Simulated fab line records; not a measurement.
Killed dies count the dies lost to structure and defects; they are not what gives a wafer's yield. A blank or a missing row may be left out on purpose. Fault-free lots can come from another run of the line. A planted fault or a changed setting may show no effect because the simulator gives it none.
Which tool was responsible?    flow gf180mcu    33 wafers from 11 lots sampled at 4 of the route's 602 steps

== WHAT EACH GAUGE READ, for each wafer ==
GF_HV_LDD_TW_MEAS_38.
lot   measured      on             HV_LDD_3_TW
L519  day 12 02:05  film metro-02  1526 1528 1524
L523  day 13 09:34  film metro-02  1434 1419 1428
L525  day 14 04:17  film metro-01  1540 1533 1535
L528  day 15 00:42  film metro-02  1532 1551 1537
L529  day 15 13:13  film metro-01  1424 1425 1431
L530  day 15 13:32  film metro-01  1426 1424 1427
L532  day 17 03:31  film metro-04  1451 1441 1451
L534  day 17 04:46  film metro-04  1453 1451 1454
L535  day 17 09:10  film metro-04  1463 1459 1456
L538  day 18 16:42  film metro-04  1443 1457 1445
L539  day 19 05:31  film metro-01  1444 1445 1431

== WHICH TOOL RAN EACH LOT (tool, then ch and the chambers of the sampled wafers, then the start) ==
lot   GF_POLY_GATE_ETCH_12                GF_HV_LDD_STRIP_22                    GF_HV_LDD_IMPLANT_33
L519  rie diel-02 ch 0,2,3, day 9 15:25   plasma asher-03 ch 0,1, day 11 06:04  implanter-02 ch 0, day 12 01:04
L523  rie diel-03 ch 0,1,2, day 10 18:13  plasma asher-03 ch 0,1, day 12 13:04  implanter-01 ch 0, day 13 08:52
L525  rie diel-02 ch 2,3, day 11 12:46    plasma asher-04 ch 0,1, day 13 06:19  implanter-02 ch 0, day 14 03:04
L528  rie diel-02 ch 1,2, day 12 07:31    plasma asher-03 ch 0,1, day 14 02:57  implanter-03 ch 0, day 14 23:43
L529  rie diel-03 ch 0,2,3, day 12 18:52  plasma asher-04 ch 0,1, day 14 14:46  implanter-03 ch 0, day 15 12:31
L530  rie diel-02 ch 0,1, day 12 19:13    plasma asher-02 ch 0,1, day 14 14:55  implanter-01 ch 0, day 15 12:52
L532  rie diel-03 ch 0,3, day 14 05:55    plasma asher-04 ch 0,1, day 16 03:53  implanter-01 ch 0, day 17 02:51
L534  rie diel-02 ch 0,1, day 14 07:22    plasma asher-02 ch 0,1, day 16 04:43  implanter-02 ch 0, day 17 04:05
L535  rie diel-01 ch 0,1,3, day 14 10:07  plasma asher-03 ch 0,1, day 16 09:21  implanter-02 ch 0, day 17 08:29
L538  rie diel-02 ch 0,2,3, day 15 16:39  plasma asher-02 ch 0,1, day 17 16:57  implanter-02 ch 0, day 18 16:00
L539  rie diel-02 ch 0,1,3, day 16 04:03  plasma asher-03 ch 0,1, day 18 04:34  implanter-02 ch 0, day 19 04:50
- GF_POLY_GATE_ETCH_12: etches BARC in N2/H2.
- GF_HV_LDD_STRIP_22: strips in O2/N2.
- GF_HV_LDD_IMPLANT_33

== THE ANSWER, worked out from the rows above alone ==
Rule: the lots themselves supply what counts as usual. Put in order of their means at a reading, lots are off if they are a third of the lots or fewer, leave a main group of 4 or more, and stand apart from it by a gap of 3 or more times the standard deviation of the main group's means; of several such gaps the widest counts. The tables above print the reading to a certain number of digits; a main group whose means all agree to those digits is not used. A lot without any number at a reading at which 4 lots or more have one is off too. The other lots that the step has rows for count as sound.
Off: at GF_HV_LDD_TW_MEAS_38 (HV_LDD_3_TW), L519, L525, L528. Mean 1441 and standard deviation 12 in the main group.
A tool fits if, at a process step before that reading, it ran every lot that is off, and no sound lot after the first of them. The gauges at GF_HV_LDD_TW_MEAS_38 are tried like those tools. No candidate that was tried fits.

== WHAT WAS PUT IN BY THE SIMULATOR ==
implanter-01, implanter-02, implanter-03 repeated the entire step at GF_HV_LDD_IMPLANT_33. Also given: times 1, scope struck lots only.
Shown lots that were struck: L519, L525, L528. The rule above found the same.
